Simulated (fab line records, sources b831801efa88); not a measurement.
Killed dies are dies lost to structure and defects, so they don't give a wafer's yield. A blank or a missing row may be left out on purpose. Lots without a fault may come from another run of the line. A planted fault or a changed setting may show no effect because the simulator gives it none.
A struck lot beside a sound one | flow sky130 | 16 steps out of a route of 708
Sound: wafers L653.1, L653.3, L653.5. Struck: wafers L642.3, L642.5. The cause comes at the end.
At each step with rows: each side's tool, then ch and its chambers, then its first start. Under that, the readings that differ: sound wafers | struck wafers | difference of the means | sigmas: that difference in standard deviations of wafers without a fault.
alike: readings whose means differ by less than 2 such deviations, and words and numbers that are the same on both sides. not compared: withheld readings, readings that some wafer has no value for, bounds like >300 that may hide the same value, and numbers for which the record gives no deviation and whose values overlap.
The two part at a step that has a row with sigmas, a row that says differs or no value, or rows on one side only. Numbers that don't overlap but have no deviation are shown without sigmas and don't part them. A reading that every wafer of one side lacks parts them only if that side has two wafers or more.

SKY_VIA3_BOW_MEAS_03:
  sound on film_metro-02, day 43 16:48; struck on film_metro-03, day 40 23:40
  alike: VIA3_BOW
then, 8 steps without rows for these wafers: SKY_VIA3_DEHYDRATE_04 (time 60 s); SKY_VIA3_HMDS_05 (prime time 60 s); SKY_VIA3_COAT_06 (resist thk 60 nm); SKY_VIA3_COAT_07 (resist thk 450 nm); SKY_VIA3_SOFTBAKE_08 (time 90 s); SKY_VIA3_EXPOSE_09 (exposes mask VIM3, target cd 200 nm); SKY_VIA3_PEB_10; SKY_VIA3_DEVELOP_11 (develop time 60 s).
SKY_VIA3_CD_MEAS_12: target cd 200 nm.
  sound on cd_sem-02, day 44 15:13; struck on cd_sem-01, day 41 23:14
  alike: cd_nm
SKY_VIA3_OVL_MEAS_13:
  sound on overlay-01, day 44 15:20; struck on overlay-01, day 41 23:19
  alike: VIA3_OVL
SKY_VIA3_ETCH_14: etches BARC in N2/H2, stops on SiO2, time 45.9 s, target depth 60 nm.
  sound on rie_diel-03 ch 0,1,3, day 44 15:22; struck on rie_diel-04 ch 0,1, day 41 23:20
  alike: chamber_pressure_mTorr, drypump_motor_current_A, oes_product_au, run_length_s, throttle_valve_pct
  not compared: rf_hours_counter_h
SKY_VIA3_ETCH_15: etches SiO2 in C4F8/O2/Ar, stops on TiN, target depth 507 nm, time 78 s.
  sound on rie_diel-03 ch 0,1,3, day 44 15:25; struck on rie_diel-04 ch 0,1, day 41 23:23
  reading                                     | sound             | struck      | difference | sigmas
  oes_product_au (a.u.)                       | 0.943 0.944 0.950 | 0.896 0.905 | -0.045     | -10
  run_length_s (s)                            | 106.1 106.1 106.7 | 112.3 112.9 | +6.3       | +16
  model.KrF-thick_of_VIA3_COAT_07.thk_nm (nm) | 293.9 292.4 290.3 | 281 280.3   | -12        |
  model.TiN_of_METAL3_SPUTTER_04.thk_nm (nm)  | 69.46 69.54 69.55 | 69.04 68.8  | -0.60      |
  alike: chamber_pressure_mTorr
  not compared: rf_hours_counter_h
SKY_VIA3_STRIP_16: strips in O2/N2.
  sound on plasma_asher-04 ch 0,1, day 44 15:28; struck on plasma_asher-04 ch 0,1, day 41 23:29
  reading                      | sound             | struck      | difference | sigmas
  strip_time_to_endpoint_s (s) | 4.163 4.160 4.112 | 4.035 4.019 | -0.118     | -5
  alike: chamber_pressure_mTorr, drypump_motor_current_A, oes_product_au
  not compared: rf_hours_counter_h
then, 1 step without rows for these wafers: SKY_VIA3_STRIP_17 (strips in post etch residue remover, time 1200 s).
SKY_PAD_OPEN_PROBE_99:
  the record has rows for the sound wafers here (prober-02, day 49 21:58) and none for the struck ones

WHERE THEY PART
First at SKY_VIA3_ETCH_15; last, within this record, at SKY_PAD_OPEN_PROBE_99.

WHY: what the simulator had put in
Process parameter drift: rie_diel-04, from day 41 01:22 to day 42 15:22, at SKY_VIA3_ETCH_15. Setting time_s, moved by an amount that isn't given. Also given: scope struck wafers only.
